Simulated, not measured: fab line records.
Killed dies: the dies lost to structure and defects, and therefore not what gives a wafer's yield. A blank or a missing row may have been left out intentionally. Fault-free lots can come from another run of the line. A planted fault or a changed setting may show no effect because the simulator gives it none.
fab line records | flow sky130
[record] lots = 5 wafers = 15 last-day = 50
route steps=708 shown VIA1@467 PAD_OPEN@708
lots that met no fault: taken from a fault-free run of the same line
start-h: hours from the record's first day to the start of the lot's first wafer shown | wait-h: how many hours have passed since the lot's step before this one | " identical to the entry in the row above | L1.1+2: one row covering several wafers at once | - no value, or no start given | * or withheld: withheld | < > ~ a bound
route shown NAME@n: a module of which the file shows steps, and the number in the route of the first | usual: mean and standard deviation over wafers with no fault | same: alike in all rows | chamber/n: place in a boat | sites: the reading at each site | _std_site: standard deviation across them | _edge_site: inner sites' mean taken away from outer sites' mean | radius-mm: how far each site lies from the wafer's centre | mask NAME#n: copy n | behind: the last tool/chamber to shape the wafer | hold: why the lot went on hold/how many hours it stayed there/how the hold came to an end | device: the n, p or np transistor that did not switch | end of line: tests of these same wafers at the route's end | step lacking rows: just its recipe | killed: at the first sort, the dies lost to defects and structure; wafer yield is something else | map: shows each die of a wafer: x if killed, . if not, _ if none is there
set.NAME: the setting as run; set.NAME@STEP: as run at that earlier step | model.NAME: the simulator's own value behind a step, which no gauge read
lots at selected steps of the route; one table per step, one row per wafer
services: a tool's chamber out of use, with start hour (start-h, from the record's first day; less than 0 if before it), hours out, and reason
[[steps]]
[step SKY_VIA1_EXPOSE_09]
[recipe] mask-id = VIM na = 0.8 source-shape = annular sigma-inner = 0.55 sigma-outer = 0.85 target-cd-nm = 150 dose-mj = 38
[step SKY_VIA1_PEB_10]
[recipe] peb-temp-c = withheld peb-time-s = withheld resist = KrF-thick
[step SKY_VIA1_DEVELOP_11]
[recipe] develop-time-s = 60 resist = KrF-thick dev-temp-c = 21
[step SKY_VIA1_CD_MEAS_12]
[recipe] target-cd-nm = 150
[usual] cd-nm = 150.2/1.9
// columns lot.wafer tool chamber start-h wait-h cd-nm
L616.1 cd-sem-02 - 790.36 - 150.7
L616.3 " - " " 149.7
L616.4 " - " " 150.7
L617.2 cd-sem-01 - 801.18 - 149.9
L617.5 " - " " 151.9
L617.6 " - " " 150.6
L628.2 cd-sem-02 - 888.78 - 152.5
L628.4 " - " " 150.8
L628.5 " - " " 152.3
L633.1 cd-sem-01 - 927.11 - 150.5
L633.2 " - " " 150.6
L633.5 " - " " 151.1
L639.2 cd-sem-02 - 960.78 - 150.8
L639.4 " - " " 150.2
L639.6 " - " " 149.9
[step SKY_VIA1_OVL_MEAS_13]
[usual] VIA1_OVL = -5/5.8
// columns lot.wafer tool chamber start-h wait-h VIA1_OVL[nm]
L616.1 overlay-01 - 790.48 0.1 4
L616.3 " - " " 6
L616.4 " - " " -8
L617.2 overlay-01 - 801.28 0.1 -1
L617.5 " - " " 6
L617.6 " - " " -4
L628.2 overlay-02 - 888.88 0.1 -3
L628.4 " - " " 0
L628.5 " - " " 4
L633.1 overlay-02 - 927.23 0.1 -1
L633.2 " - " " -4
L633.5 " - " " 4
L639.2 overlay-01 - 960.89 0.1 7
L639.4 " - " " 4
L639.6 " - " " 6
[step SKY_VIA1_ETCH_14]
[recipe] chemistry = N2/H2 target = BARC ion-energy-ev = 200 source-w = 500 bias-w = 100 pressure-mtorr = 30 n2-flow-sccm = 100 h2-flow-sccm = 200 stop-on = SiO2 time-s = 45.9 target-depth-a = 600
[usual] bias-w = 100.02/0.28 drypump-motor-current-A = 5.6/0.48 oes-product-au = 0.855/0.0045 throttle-valve-pct = 13.224/0.009
// columns lot.wafer tool chamber start-h wait-h bias-w drypump-motor-current-A oes-product-au rf-hours-counter-h throttle-valve-pct
L616.1 rie-diel-02 3 790.51 0.0 99.92 5.9 0.860 18 13.218
L616.3 " 0 " " 99.90 5.2 0.856 4 13.231
L616.4 " 1 " " 100.08 5.5 0.849 13 13.222
L617.2 rie-diel-04 3 801.31 0.0 100.12 5.3 0.847 17 13.227
L617.5 " 1 " " 100.23 4.8 0.851 - 13.204
L617.6 " 0 " " 100.11 6.3 0.853 - 13.223
L628.2 rie-diel-02 3 888.91 0.0 100.59 5.9 0.859 20 13.225
L628.4 " 0 " " 100.22 5.2 0.856 7 13.223
L628.5 " 0 " " 100.29 5.2 0.863 - 13.209
L633.1 rie-diel-02 2 927.26 0.0 99.84 5.7 0.854 9 13.240
L633.2 " 1 " " 100.32 5.5 0.854 16 13.216
L633.5 " 3 " " 100.33 5.9 0.854 - 13.221
L639.2 rie-diel-04 0 960.92 0.0 99.83 6.3 0.863 15 13.205
L639.4 " 0 " " 100.12 6.3 0.851 - 13.221
L639.6 " 2 " " 100.07 5.5 0.849 - 13.242
[step SKY_VIA1_ETCH_15]
[recipe] target = SiO2 chemistry = C4F8/O2/Ar target-depth-nm = 351 stop-on = TiN mask-material = KrF-thick source-w = 1500 bias-w = 1200 pressure-mtorr = 40 c4f8-flow-sccm = withheld O2_flow_sccm = 6 Ar_flow_sccm = 300 time-s = 54
[usual] bias-w = 1200/3.3 oes-product-au = 0.982/0.0056
// columns lot.wafer tool chamber start-h wait-h bias-w oes-product-au rf-hours-counter-h
L616.1 rie-diel-02 3 790.56 0.0 1199 0.972 18
L616.3 " 0 " " 1194 0.978 4
L616.4 " 1 " " 1199 0.988 13
L617.2 rie-diel-04 3 801.35 0.0 1199 0.975 17
L617.5 " 1 " " 1196 0.993 -
L617.6 " 0 " " 1197 0.984 -
L628.2 rie-diel-02 3 888.95 0.0 1200 0.983 20
L628.4 " 0 " " 1201 0.978 7
L628.5 " 0 " " 1200 0.984 -
L633.1 rie-diel-02 2 927.30 0.0 1203 0.990 9
L633.2 " 1 " " 1196 0.988 16
L633.5 " 3 " " 1200 0.977 -
L639.2 rie-diel-04 0 960.96 0.0 1200 0.985 15
L639.4 " 0 " " 1194 0.983 -
L639.6 " 2 " " 1199 0.979 -
[step SKY_VIA1_STRIP_16]
[recipe] chemistry = O2/N2 power-w = 1400 pressure-mtorr = 1500 platen-temp-c = withheld o2-flow-sccm = 3000 n2-flow-sccm = 300 overash-fraction = 0.5
[usual] drypump-motor-current-A = 5.7/0.49 oes-product-au = 0.416/0.0047 strip-time-to-endpoint-s = 4.464/0.022
// columns lot.wafer tool chamber start-h wait-h drypump-motor-current-A oes-product-au rf-hours-counter-h strip-time-to-endpoint-s
L616.1 plasma-asher-03 1 790.60 0.0 5.4 0.414 4 4.456
L616.3 " 1 " " 5.4 0.423 - 4.494
L616.4 " 0 " " 6.4 0.419 - 4.430
L617.2 plasma-asher-02 0 801.40 0.0 4.9 0.421 99 4.480
L617.5 " 0 " " 4.9 0.412 - 4.439
L617.6 " 1 " " 5.6 0.416 - 4.417
L628.2 plasma-asher-02 1 889.00 0.0 5.6 0.416 108 4.470
L628.4 " 0 " " 4.9 0.415 - 4.463
L628.5 " 0 " " 4.9 0.414 - 4.479
L633.1 plasma-asher-03 1 927.35 0.0 5.4 0.412 17 4.464
L633.2 " 0 " " 6.5 0.409 17 4.460
L633.5 " 0 " " 6.4 0.421 - 4.475
L639.2 plasma-asher-02 0 961.00 0.0 4.9 0.408 116 4.433
L639.4 " 1 " " 5.6 0.415 - 4.459
L639.6 " 0 " " 4.9 0.414 - 4.489
[step SKY_VIA1_STRIP_17]
[recipe] chemistry = post-etch-residue-remover time-s = 1200 temp-c = 72.5
[step SKY_VIA1_CLEAN_18]
[recipe] chemistry = IPA time-s = 180 temp-c = 25
[step SKY_VIA1_CLEAN_19]
[recipe] chemistry = O3/DIW dry = n2-spin
[step SKY_VIA1_SPUTTER_20]
[recipe] material = TiN target-thk-nm = 20 chamber-pressure-pa = 5 power-w = 4000 time-s = 80
[usual] throttle-valve-pct = 30.7/1.3
// columns lot.wafer tool chamber start-h wait-h throttle-valve-pct
L616.1 pvd-sputter-03 - 791.23 0.0 31.8
L616.3 " - " " 31.2
L616.4 " - " " 31.8
L617.2 pvd-sputter-01 - 802.00 0.0 30.2
L617.5 " - " " 29.8
L617.6 " - " " 32.6
L628.2 pvd-sputter-01 - 889.66 0.0 31.4
L628.4 " - " " 30.2
L628.5 " - " " 29.9
L633.1 pvd-sputter-04 - 927.97 0.0 29.6
L633.2 " - " " 32.0
L633.5 " - " " 29.3
L639.2 pvd-sputter-01 - 961.60 0.0 31.2
L639.4 " - " " 32.4
L639.6 " - " " 29.8
[step SKY_VIA1_CVD_21]
[recipe] material = W target-thk-nm = 270 time-s = 80.902 temp-c = 400 pressure-torr = 40
[usual] heater-power-outer-w = 566/66 heater-power-w = 924/67
// columns lot.wafer tool chamber start-h wait-h heater-power-outer-w heater-power-w model.W_of_VIA1_CVD_21.thk-nm
L616.1 cvd-w-01 0 791.30 0.0 700 1093 268.7
L616.3 " 0 " " 698 1077 269.3
L616.4 " 1 " " 557 933 273.5
L617.2 cvd-w-02 0 802.06 0.0 501 854 269.9
L617.5 " 0 " " 515 874 269
L617.6 " 1 " " 560 906 266.5
L628.2 cvd-w-02 0 889.72 0.0 510 904 262
L628.4 " 0 " " 506 865 256.9
L628.5 " 0 " " 511 851 260.3
L633.1 cvd-w-01 0 928.04 0.0 641 954 267
L633.2 " 1 " " 522 866 268.9
L633.5 " 1 " " 526 892 267.5
L639.2 cvd-w-01 1 961.66 0.0 524 881 266.5
L639.4 " 0 " " 624 932 266.1
L639.6 " 1 " " 520 900 265
[step SKY_VIA1_RS_MEAS_22]
[recipe] thk-meas-gauge = four-point-probe reads = W_of_VIA1_CVD_21+TiN_of_VIA1_SPUTTER_20
[usual] VIA1_W_RS = 0.432/0.0042
// columns lot.wafer tool chamber start-h wait-h VIA1_W_RS[ohm/sq]
L616.1 film-metro-01 - 791.39 0.1 0.429
L616.3 " - " " 0.428
L616.4 " - " " 0.421
L617.2 film-metro-02 - 802.17 0.1 0.428
L617.5 " - " " 0.429
L617.6 " - " " 0.432
L628.2 film-metro-03 - 889.83 0.1 0.439
L628.4 " - " " 0.447
L628.5 " - " " 0.442
L633.1 film-metro-01 - 928.13 0.1 0.432
L633.2 " - " " 0.429
L633.5 " - " " 0.431
L639.2 film-metro-03 - 961.77 0.1 0.431
L639.4 " - " " 0.432
L639.6 " - " " 0.434
[step SKY_VIA1_THK_MEAS_23]
[recipe] thk-meas-gauge = xrf reads = W_of_VIA1_CVD_21
[usual] VIA1_W_THK = 269/3.2
// columns lot.wafer tool chamber start-h wait-h VIA1_W_THK[nm]
L616.1 film-metro-01 - 791.51 0.1 269
L616.3 " - " " 270
L616.4 " - " " 272
L617.2 film-metro-02 - 802.28 0.1 272
L617.5 " - " " 272
L617.6 " - " " 271
L628.2 film-metro-03 - 889.94 0.1 262
L628.4 " - " " 255
L628.5 " - " " 258
L633.1 film-metro-01 - 928.25 0.1 271
L633.2 " - " " 274
L633.5 " - " " 271
L639.2 film-metro-03 - 961.88 0.1 270
L639.4 " - " " 271
L639.6 " - " " 269
[step SKY_VIA1_CMP_24]
[recipe] stop-on = SiO2 t-overpolish-s = 15 down-force-psi = 3.5 platen-rpm = 60 target-thk-nm = 0 pad-velocity-m-s = 0.94248
[usual] motor-current-A = 11.1/1.2 overpolish-run-s = 15.000/0.0089 time-to-endpoint-s = 64/3.2
[same] t-overpolish-s = 15
// columns lot.wafer tool chamber start-h wait-h motor-current-A overpolish-run-s time-to-endpoint-s
L616.3 cmp-01 1 791.62 0.1 13.1 15.012 59
L616.1 " 2 " " 10.7 15.000 63
L616.4 " 3 " " 10.1 15.007 63
L617.2 cmp-01 1 802.33 0.0 12.9 14.988 61
L617.6 " 1 " " 12.9 14.991 62
L617.5 " 2 " " 10.4 14.996 65
L628.4 cmp-02 1 890.09 0.1 10.8 14.999 61
L628.2 " 2 " " 12.6 15.012 64
L628.5 " 0 " " 10.2 14.992 65
L633.2 cmp-02 2 928.36 0.1 12.2 15.006 64
L633.1 " 3 " " 11.8 15.005 59
L633.5 " 2 " " 12.7 14.989 65
L639.4 cmp-02 2 961.98 0.1 12.5 15.006 62
L639.2 " 3 " " 12.5 14.993 63
L639.6 " 2 " " 12.3 15.021 65
[step SKY_PAD_OPEN_PROBE_99]
[usual] defect-limited-yield = 82.6/1.9 killed_at_M0_to_M3 = 42/7.1 killed_at_M4_up = 3.3/1.9 killed-at-contacts = 24/5 killed-at-front-end = 15/4.7 killed-at-other = 0.3/0.61 killed-dies = 86/9.6 killed-on-rim = 17/3.8 killed-open = 47/7.5 killed-short = 38/6.6 sort_bin_3_pad_short = 0.9/0.42 sort_bin_5_function = 10.2/1.5 sort_bin_6_memory = 6.3/1.1 sort-n-pass = 406/9.6 sort-yield-pct = 82.6/1.9
[same] gross-dies = 492 killed-at-back-side = 0 sort_bin_4_leakage[%] = 0 sort_bin_8_speed[%] = 0
// columns lot.wafer tool chamber start-h wait-h defect-limited-yield[%] killed_at_M0_to_M3 killed_at_M4_up killed-at-contacts killed-at-front-end killed-at-other killed-dies killed-on-rim killed-open killed-short sort_bin_3_pad_short[%] sort_bin_5_function[%] sort_bin_6_memory[%] sort-n-pass sort-yield-pct[%]
L616.1 prober-02 - 1071.49 0.1 79.9 42 5 26 26 0 99 22 52 45 0.6 12.8 6.7 393 79.9
L616.3 prober-02 - 1071.59 0.2 83.9 40 3 21 15 0 79 16 42 37 0.8 8.7 6.5 413 83.9
L616.4 prober-02 - 1071.64 0.2 83.9 37 3 20 18 1 79 21 41 38 0.4 7.9 7.7 413 83.9
L617.2 prober-01 - 1084.18 0.1 81.5 46 3 20 22 0 91 17 43 48 1.4 9.3 7.7 401 81.5
L617.5 prober-01 - 1084.33 0.2 81.9 42 4 23 20 0 89 17 54 35 0.6 11.2 6.3 403 81.9
L617.6 prober-01 - 1084.38 0.2 80.3 44 2 31 20 0 97 18 58 38 1.0 11.4 7.3 395 80.3
L628.2 prober-02 - 1151.07 0.1 82.1 44 7 24 13 0 88 17 50 38 1.4 10.2 6.3 404 82.1
L628.4 prober-02 - 1151.17 0.2 80.5 51 8 25 12 0 96 19 56 40 0.8 12.4 6.3 396 80.5
L628.5 prober-02 - 1151.22 0.2 85.6 34 7 21 8 1 71 12 35 36 0.8 8.1 5.5 421 85.6
L633.1 prober-01 - 1177.27 0.1 85.8 33 3 21 13 0 70 12 48 22 0.8 9.6 3.9 422 85.8
L633.2 prober-01 - 1177.32 0.1 83.9 41 3 20 13 2 79 14 44 33 1.0 10.2 4.9 413 83.9
L633.5 prober-01 - 1177.47 0.2 84.3 40 2 22 13 0 77 15 40 37 1.0 11.2 3.5 415 84.3
L639.2 prober-01 - 1200.80 0.1 81.7 47 2 17 23 1 90 15 53 36 0.8 11.4 6.1 402 81.7
L639.4 prober-01 - 1200.90 0.2 82.3 51 3 20 13 0 87 23 43 44 1.6 10.4 5.7 405 82.3
L639.6 prober-01 - 1201.00 0.2 81.9 44 0 27 18 0 89 23 57 32 0.8 9.8 7.5 403 81.9
// killed by level:class
L616.1 VIA1:geometric-particle:open=13 CONTACT:geometric-particle:open=11 FIELD_ISO:geometric-particle:short=8 METAL1:geometric-particle:short=8 LI_CONTACT:geometric-particle:open=7 FIELD_ISO:geometric-particle:open=6 METAL4:geometric-particle:short=5 METAL2:geometric-particle:short=5
L616.3 VIA1:geometric-particle:short=10 CONTACT:geometric-particle:open=9 LI_CONTACT:geometric-particle:open=7 VIA1:geometric-particle:open=7 METAL1:geometric-particle:short=5 FIELD_ISO:geometric-particle:open=4 FIELD_ISO:geometric-particle:short=4 VIA3:geometric-particle:open=4
L616.4 VIA1:geometric-particle:open=8 FIELD_ISO:geometric-particle:short=7 CONTACT:geometric-particle:open=7 VIA3:geometric-particle:open=7 VIA1:geometric-particle:short=6 METAL2:geometric-particle:short=6 FIELD_ISO:geometric-particle:open=5 LI_CONTACT:geometric-particle:open=4
L617.2 CONTACT:geometric-particle:open=9 VIA1:geometric-particle:short=9 VIA1:geometric-particle:open=9 FIELD_ISO:geometric-particle:short=8 POLY_GATE:geometric-particle:short=6 CONTACT:geometric-particle:short=6 METAL2:geometric-particle:short=6 VIA2:geometric-particle:open=6
L617.5 VIA2:geometric-particle:open=13 CONTACT:geometric-particle:open=11 VIA1:geometric-particle:open=8 POLY_GATE:geometric-particle:short=6 LI_CONTACT:geometric-particle:open=6 VIA2:geometric-particle:short=5 FIELD_ISO:geometric-particle:short=4 FIELD_ISO:geometric-particle:open=4
L617.6 CONTACT:geometric-particle:open=12 VIA2:geometric-particle:open=11 LI_CONTACT:geometric-particle:open=9 VIA3:geometric-particle:open=8 METAL1:geometric-particle:short=7 CONTACT:geometric-particle:short=6 VIA1:geometric-particle:open=6 FIELD_ISO:geometric-particle:short=5
L628.2 CONTACT:geometric-particle:open=10 VIA1:geometric-particle:open=8 VIA2:geometric-particle:open=8 LI_CONTACT:geometric-particle:open=6 CONTACT:geometric-particle:short=6 VIA2:geometric-particle:short=6 METAL4:geometric-particle:short=6 METAL2:geometric-particle:short=5
L628.4 VIA1:geometric-particle:open=13 VIA2:geometric-particle:open=9 CONTACT:geometric-particle:open=8 LI_CONTACT:geometric-particle:open=7 VIA3:geometric-particle:open=7 CONTACT:geometric-particle:short=6 METAL3:geometric-particle:short=5 METAL2:geometric-particle:short=4
L628.5 CONTACT:geometric-particle:open=10 VIA2:geometric-particle:open=8 CONTACT:geometric-particle:short=7 VIA1:geometric-particle:open=7 METAL4:geometric-particle:short=6 VIA1:geometric-particle:short=5 VIA3:geometric-particle:open=4 FIELD_ISO:geometric-particle:short=3
L633.1 CONTACT:geometric-particle:open=8 LI_CONTACT:geometric-particle:open=7 VIA1:geometric-particle:open=7 VIA3:geometric-particle:open=7 METAL3:geometric-particle:short=5 SPACER:geometric-particle:open=4 VIA2:geometric-particle:open=4 METAL1:geometric-particle:short=3
L633.2 VIA1:geometric-particle:open=9 VIA2:geometric-particle:open=9 FIELD_ISO:geometric-particle:open=6 LI_CONTACT:geometric-particle:open=6 CONTACT:geometric-particle:open=5 VIA1:geometric-particle:short=5 METAL2:geometric-particle:short=5 VIA3:geometric-particle:open=4
L633.5 LI_CONTACT:geometric-particle:open=8 VIA2:geometric-particle:open=6 VIA1:geometric-particle:open=6 VIA1:geometric-particle:short=6 CONTACT:geometric-particle:short=5 CONTACT:geometric-particle:open=5 POLY_GATE:geometric-particle:open=4 METAL1:geometric-particle:short=4
L639.2 VIA1:geometric-particle:open=18 CONTACT:geometric-particle:open=9 VIA3:geometric-particle:open=8 POLY_GATE:geometric-particle:short=7 FIELD_ISO:geometric-particle:short=6 FIELD_ISO:geometric-particle:open=5 POLY_GATE:geometric-particle:open=4 CONTACT:geometric-particle:short=4
L639.4 METAL1:geometric-particle:short=10 CONTACT:geometric-particle:open=8 VIA1:geometric-particle:open=8 METAL2:geometric-particle:short=6 VIA3:geometric-particle:open=6 POLY_GATE:geometric-particle:open=5 LI_CONTACT:geometric-particle:open=5 VIA1:geometric-particle:short=5
L639.6 VIA1:geometric-particle:open=12 CONTACT:geometric-particle:open=11 VIA3:geometric-particle:open=8 LI_CONTACT:geometric-particle:open=7 POLY_GATE:geometric-particle:open=6 VIA2:geometric-particle:open=5 CONTACT:geometric-particle:short=5 METAL2:geometric-particle:short=5
[[services]]
// columns tool chamber start-h hours kind
cvd-w-01 - 773.64 2.8 pm
cmp-02 - 780.18 1.8 repair
rie-diel-04 - 790.76 0.5 repair
rie-diel-04 - 806.80 11.1 repair
plasma-asher-03 - 807.92 1.5 repair
rie-diel-02 0 833.33 2.4 repair
pvd-sputter-03 - 841.83 1.0 repair
plasma-asher-03 - 849.57 1.6 repair
cmp-01 - 864.45 6.7 pm
cvd-w-02 - 864.74 3.9 repair
plasma-asher-03 - 896.06 14.6 pm
cmp-02 - 896.10 2.9 repair
cvd-w-01 - 904.00 14.0 pm
cmp-01 - 905.01 0.5 repair
rie-diel-04 - 905.36 1.4 repair
rie-diel-02 0 907.76 5.6 repair
pvd-sputter-04 - 909.22 0.7 repair
cmp-02 - 912.23 4.0 pm
cmp-02 - 913.34 1.3 repair
rie-diel-02 - 915.07 0.7 repair
cvd-w-02 1 916.64 7.3 repair
rie-diel-04 1 946.62 46.5 repair
pvd-sputter-01 - 950.17 5.7 repair
plasma-asher-02 - 959.31 0.7 repair
[[key]]
[first-sign] step = SKY_VIA1_RS_MEAS_22 reading = VIA1_W_RS direction = up sigmas = 3.5 usual = 0.432 struck = 0.447
[effect] step = SKY_VIA1_THK_MEAS_23 reading = VIA1_W_THK direction = down sigmas = 4.3 usual = 269 struck = 255
[model-effect] step = SKY_VIA1_CVD_21 value = W_of_VIA1_CVD_21.thk-nm without = 264 struck = 256.9
met-at SKY_VIA1_CVD_21
struck-wafers L628.4
onset-between 802.06 889.72
[fault] kind = process-parameter-drift tool = cvd-w-02 chamber = - onset-h = 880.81 steps = SKY_VIA1_CVD_21 channel = target-thk-nm offset = -7.134 shape = step end-h = 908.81 scope = struck-wafers-only acts-in = these-recipes-only stated = 270
